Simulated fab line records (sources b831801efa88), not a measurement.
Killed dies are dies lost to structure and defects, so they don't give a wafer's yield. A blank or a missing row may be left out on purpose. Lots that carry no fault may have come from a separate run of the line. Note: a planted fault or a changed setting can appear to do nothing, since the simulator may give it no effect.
Struck lot and sound lot, side by side | flow sky130 | 43 steps out of a route of 708
Sound: wafers L118.1, L118.3, L118.5. Struck: wafer L127.4. (L127.2, L127.3 of the same lot were not struck and are left out.) The cause comes at the end.
At each step with rows: each side's tool, then ch and its chambers, then its first start. Under that, the readings that differ: sound wafers | struck wafers | difference of the means | sigmas: that difference in standard deviations of wafers without a fault.
alike: readings with means less than 2 such deviations apart, plus words and numbers identical on both sides. not compared: withheld readings, readings lacking a value on some wafer, bounds such as >300 that could conceal the same value, and numbers that have no deviation in the record and whose values overlap.
Wherever a step has rows on one side only, a row that says differs or no value, or a row with sigmas, the two part there. Numbers that have no deviation but don't overlap get no sigmas and don't part them. A reading that every wafer of one side lacks parts them only if that side has two wafers or more.

SKY_FIELD_ISO_ETCH_15: etches the open film in CHF3/O2, stops on Si, target depth 180 nm, time 72 s.
  sound on rie_diel-01 ch 0,1, day 2 15:08; struck on rie_diel-04 ch 1, day 4 16:21
  reading                | sound             | struck | difference | sigmas
  oes_product_au (a.u.)  | 0.958 0.939 0.953 | 0.934  | -0.016     | -2
  throttle_valve_pct (%) | 8.853 8.843 8.845 | 8.825  | -0.022     | -2
  alike: O2_flow_sccm, drypump_motor_current_A
  not compared: rf_hours_counter_h
SKY_FIELD_ISO_STRIP_16: strips in O2/N2.
  sound on plasma_asher-04 ch 0,1, day 2 15:12; struck on plasma_asher-03 ch 0, day 4 16:25
  alike: drypump_motor_current_A, o2_flow_sccm, oes_product_au, strip_time_to_endpoint_s
  not compared: rf_hours_counter_h
SKY_FIELD_ISO_ETCH_17: etches Si in HBr/Cl2/O2, target depth 342 nm, time 97.7 s.
  sound on rie_si-01 ch 1,2,3, day 2 15:18; struck on rie_si-02 ch 0, day 4 16:31
  reading                | sound                | struck | difference | sigmas
  throttle_valve_pct (%) | 25.649 25.658 25.671 | 25.621 | -0.038     | -3
  alike: O2_flow_sccm, drypump_motor_current_A, oes_product_au
  not compared: rf_hours_counter_h
then, 5 steps without rows for these wafers: SKY_FIELD_ISO_WET_ETCH_18 (etches Si3N4 in H3PO4, target depth 25 nm, time 286 s); SKY_FIELD_ISO_CLEAN_19 (cleans in SC1/SC2, time 150 s); SKY_FIELD_ISO_CLEAN_20 (cleans in dHF, time 20 s); SKY_FIELD_ISO_WET_ETCH_21 (etches SiO2 in dHF, target depth 20 nm, time 400 s); SKY_FIELD_ISO_OXIDATION_22 (stabilise 600 s, purge 300 s, target thk 10 nm).
SKY_FIELD_ISO_THK_MEAS_23:
  sound: film_metro-04 at day 2 17:24; struck: film_metro-03 at day 4 18:02
  alike: FIELD_ISO_OXIDATION_01_THK
then, 1 step without rows for these wafers: SKY_FIELD_ISO_CVD_24 (deposits SiO2, target thk 595 nm, time 99.2 s).
SKY_FIELD_ISO_THK_MEAS_25:
  sound: film_metro-03 at day 2 17:32; struck: film_metro-02 at day 4 18:10
  reading                   | sound       | struck | difference | sigmas
  FIELD_ISO_CVD_24_THK (nm) | 591 586 588 | 603    | +15        | +3
then, 1 step without rows for these wafers: SKY_FIELD_ISO_ANNEAL_26 (time 1800 s).
SKY_FIELD_ISO_CMP_27: polishes, stops on Si3N4, t overpolish 16 s, target thk 457.8 nm.
  sound on cmp-02 ch 0,2,3, day 2 20:31; struck on cmp-02 ch 0, day 4 19:43
  alike: head_pressure_psi, motor_current_A, overpolish_run_s, retaining_ring_pressure_frac, time_to_endpoint_s
then, 5 steps without rows for these wafers: SKY_FIELD_ISO_WET_ETCH_28 (etches SiO2 in dHF, target depth 23.7 nm, time 47 s); SKY_FIELD_ISO_WET_ETCH_29 (etches Si3N4 in H3PO4, target depth 160 nm, time 1825 s); SKY_FIELD_ISO_WET_ETCH_30 (etches SiO2 in dHF, target depth 25 nm, time 50 s); SKY_NWELL_CLEAN_00 (cleans in SC1/SC2, time 150 s); SKY_NWELL_OXIDATION_01 (stabilise 600 s, purge 300 s, target thk 10 nm).
SKY_NWELL_THK_MEAS_02:
  sound: film_metro-03 at day 2 23:09; struck: film_metro-03 at day 4 22:04
  reading                  | sound          | struck | difference | sigmas
  NWELL_OXIDATION_THK (nm) | 9.62 9.83 9.81 | 10.38  | +0.63      | +4
then, 8 steps without rows for these wafers: SKY_DNWELL_DEHYDRATE_00 (time 60 s); SKY_DNWELL_HMDS_01 (prime time 60 s); SKY_DNWELL_COAT_02 (resist thk 3000 nm); SKY_DNWELL_SOFTBAKE_03; SKY_DNWELL_EXPOSE_04 (exposes mask DNM, target cd 3000 nm); SKY_DNWELL_PEB_05; SKY_DNWELL_DEVELOP_06 (develop time 60 s); SKY_DNWELL_IMPLANT_07.
SKY_DNWELL_STRIP_08: strips in O2/N2.
  sound on plasma_asher-04 ch 0,1, day 3 15:25; struck on plasma_asher-04 ch 0, day 5 16:01
  alike: drypump_motor_current_A, o2_flow_sccm, oes_product_au, strip_time_to_endpoint_s
  not compared: rf_hours_counter_h
SKY_DNWELL_TW_MEAS_09:
  sound: film_metro-01 at day 3 15:31; struck: film_metro-01 at day 5 16:07
  alike: DNWELL_TW
then, 7 steps without rows for these wafers: SKY_PWDE_DEHYDRATE_00 (time 60 s); SKY_PWDE_HMDS_01 (prime time 60 s); SKY_PWDE_COAT_02 (resist thk 3000 nm); SKY_PWDE_SOFTBAKE_03; SKY_PWDE_EXPOSE_04 (exposes mask PWDEM, target cd 840 nm); SKY_PWDE_PEB_05; SKY_PWDE_DEVELOP_06 (develop time 60 s).
SKY_PWDE_OVL_MEAS_07:
  sound: overlay-02 at day 4 06:53; struck: overlay-02 at day 6 08:15
  reading       | sound          | struck | difference | sigmas
  PWDE_OVL (nm) | -2.0 -2.4 -0.6 | 1.6    | +3.3       | +3
next, for these wafers, 1 step has no rows: SKY_PWDE_IMPLANT_08.
SKY_PWDE_STRIP_09: strips in O2/N2.
  sound on plasma_asher-02 ch 0,1, day 4 07:05; struck on plasma_asher-03 ch 1, day 6 08:26
  reading               | sound             | struck | difference | sigmas
  oes_product_au (a.u.) | 0.719 0.718 0.721 | 0.728  | +0.009     | +2
  alike: drypump_motor_current_A, o2_flow_sccm, strip_time_to_endpoint_s
  not compared: rf_hours_counter_h
SKY_PWDE_TW_MEAS_10:
  sound: film_metro-03 at day 4 07:11; struck: film_metro-04 at day 6 08:32
  alike: PWDE_TW
then, 2 steps without rows for these wafers: SKY_NWELL_DEHYDRATE_03 (time 60 s); SKY_NWELL_HMDS_04 (prime time 60 s).
-- the record jumps here: 42 days lie between the struck wafers' starts before and after (it left off in module NWELL and takes up again in module PAD_OPEN, whose first step shown is number 708 of the route) --
SKY_PAD_OPEN_PROBE_99:
  sound: prober-02 at day 45 20:37; struck: prober-02 at day 48 11:34
  reading             | sound     | struck                   | difference                   | sigmas
  hold                | - - -     | await_dispo/2.9h/release | no value on the sound wafers |
  killed_at_M0_to_M3  | 39 57 55  | 30                       | -20                          | -3
  killed_at_contacts  | 31 22 32  | 13                       | -15                          | -3
  killed_at_front_end | 12 14 15  | 270                      | +256                         | +58
  killed_dies         | 85 98 104 | 315                      | +219                         | +24
  killed_on_rim       | 22 17 17  | 58                       | +39                          | +10
  killed_open         | 43 47 65  | 33                       | -19                          | -3
  killed_short        | 41 48 36  | 24                       | -18                          | -3
  alike: killed_at_M4_up, killed_at_other

## WHERE THEY PART
At SKY_FIELD_ISO_ETCH_15 first; at SKY_PAD_OPEN_PROBE_99 last (within this record only).

WHY: whatever the simulator had introduced
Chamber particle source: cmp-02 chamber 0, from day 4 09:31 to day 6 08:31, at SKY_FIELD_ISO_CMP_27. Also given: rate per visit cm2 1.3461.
